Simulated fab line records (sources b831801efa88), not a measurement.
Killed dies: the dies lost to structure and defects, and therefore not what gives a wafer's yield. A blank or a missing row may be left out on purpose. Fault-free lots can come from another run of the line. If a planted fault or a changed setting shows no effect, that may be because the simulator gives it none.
Matching of chambers    flow sky130    SKY_POLY_CUT_ETCH_11 on rie_diel-01: 4 sister chambers
The step etches Si3N4 in CF4/CH2F2/Ar, stops on poly-Si, time 42.5 s, target depth 60 nm. 4 wafers are shown with their chamber, then 7 later ones without.

EACH WAFER AND ITS CHAMBER
wafer   chamber  drypump_motor_current_A (A)
L335.4  3        5.83
L336.2  0        5.73
L338.2  1        5.39
L338.3  2        5.85

WAFERS WHOSE CHAMBER IS MISSING
wafer   drypump_motor_current_A (A)
L338.4  5.82
L340.4  5.80
L340.5  5.74
L340.6  5.38
L353.1  5.83
L353.2  5.38
L353.4  5.84

THE CHAMBER EACH PASSED THROUGH
wafer   from the rows above      in truth
L338.4  can't be placed: 3 or 2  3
L340.4  can't be placed: 3 or 2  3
L340.5  0                        0
L340.6  1                        1
L353.1  can't be placed: 3 or 2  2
L353.2  1                        1
L353.4  can't be placed: 2 or 3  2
Correctly placed: 3 of 7. Can't be placed from these rows: 4 (the true chamber is among the candidates in 4). 0 placed wrongly.
How it was worked out, from the rows above alone: a wafer's distance from a chamber is the root of the sum, over the readings, of the square of ((its reading less the chamber's mean) divided by the reading's scatter). If the next closest chamber is less than 2 further off than the closest, the wafer can't be placed; otherwise it belongs to the closest. The mean given for a chamber averages the wafers shown for that chamber. The scatter (one wafer shown for each chamber): square how far every hidden wafer sits from the nearest shown wafer, average those squares and take the square root.
